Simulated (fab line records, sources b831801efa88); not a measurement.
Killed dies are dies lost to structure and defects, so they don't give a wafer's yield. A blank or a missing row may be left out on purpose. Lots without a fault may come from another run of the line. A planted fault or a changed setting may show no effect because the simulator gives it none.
A struck lot beside a sound one | flow gf180mcu | 14 steps out of a route of 602
Sound: wafers L351.1, L351.2, L351.3. Struck: wafers L358.2, L358.5, L358.6. The cause comes at the end.
At each step with rows: each side's tool, then ch and its chambers, then its first start. Under that, the readings that differ: sound wafers | struck wafers | difference of the means | sigmas: that difference in standard deviations of wafers without a fault.
alike: readings whose means differ by less than 2 such deviations, and words and numbers that are the same on both sides. not compared: withheld readings, readings that some wafer has no value for, bounds like >300 that may hide the same value, and numbers for which the record gives no deviation and whose values overlap.
The two part at a step that has a row with sigmas, a row that says differs or no value, or rows on one side only. Numbers that don't overlap but have no deviation are shown without sigmas and don't part them. A reading that every wafer of one side lacks parts them only if that side has two wafers or more.

GF_V4_ETCH_17: etches SiO2 in C4F8/O2/Ar, stops on TiN, target depth 630 nm.
  sound on rie_diel-01 ch 0,1,2; struck on rie_diel-03 ch 0,2,3
  alike: oes_product_au
then, 3 steps without rows for these wafers: GF_V4_STRIP_18 (strips in O2/N2); GF_V4_STRIP_19 (strips in post etch residue remover, time 1200 s); GF_V4_CLEAN_20 (cleans in DIW).
GF_V4_SPUTTER_21: material Ti, target thk 15 nm, time 80.02 s.
  sound on pvd_sputter-04, day 26 15:52; struck on pvd_sputter-04, day 29 01:28
  reading                | sound                | struck               | difference | sigmas
  cathode_dc_power_W (W) | 2499.1 2499.5 2499.2 | 2500.7 2500.6 2500.0 | +1.2       | +3
  alike: chamber_pressure_pa, throttle_valve_pct
then, 1 step without rows for these wafers: GF_V4_SPUTTER_22 (material TiN, target thk 10 nm, time 40 s).
GF_V4_CVD_23: deposits W, target thk 350 nm, time 104.9 s.
  sound on cvd_w-01 ch 0,1, day 26 15:58; struck on cvd_w-02 ch 0,1, day 29 01:34
  alike: heater_power_w
GF_V4_RS_MEAS_24: measures by four-point-probe.
  sound on film_metro-03, day 26 16:05; struck on film_metro-03, day 29 01:42
  alike: V4_W_RS
GF_V4_THK_MEAS_25: measures by xrf.
  sound on film_metro-03, day 26 16:12; struck on film_metro-03, day 29 01:49
  alike: V4_W_THK
GF_V4_CMP_26: polishes, stops on SiO2, t overpolish 15 s, target thk 0 nm.
  sound on cmp-02 ch 0,1,2, day 26 16:16; struck on cmp-02 ch 1,2,3, day 29 02:02
  alike: motor_current_A, overpolish_run_s, time_to_endpoint_s
GF_MIM_SPUTTER_00: material Ti, target thk 37.5 nm, time 144.1 s.
  sound on pvd_sputter-03, day 26 16:34; struck on pvd_sputter-01, day 29 02:11
  alike: cathode_dc_power_W, chamber_pressure_pa, throttle_valve_pct
then, 1 step without rows for these wafers: GF_MIM_SPUTTER_01 (material TiN, target thk 30 nm, time 25 s).
GF_MIM_SPUTTER_02: material AlCu, target thk 450 nm, time 23.9 s.
  sound on pvd_sputter-03, day 26 16:41; struck on pvd_sputter-01, day 29 02:20
  no value came back on the struck wafers for cathode_dc_power_W (W), chamber_pressure_pa (Pa), throttle_valve_pct (%); on the sound wafers cathode_dc_power_W (W) reads 10602 10599 10599
then, 1 step without rows for these wafers: GF_MIM_SPUTTER_03 (material Ti, target thk 10 nm, time 6.7 s).

WHERE THEY PART
First at GF_V4_SPUTTER_21; last, within this record, at GF_MIM_SPUTTER_02.

WHY: what the simulator had put in
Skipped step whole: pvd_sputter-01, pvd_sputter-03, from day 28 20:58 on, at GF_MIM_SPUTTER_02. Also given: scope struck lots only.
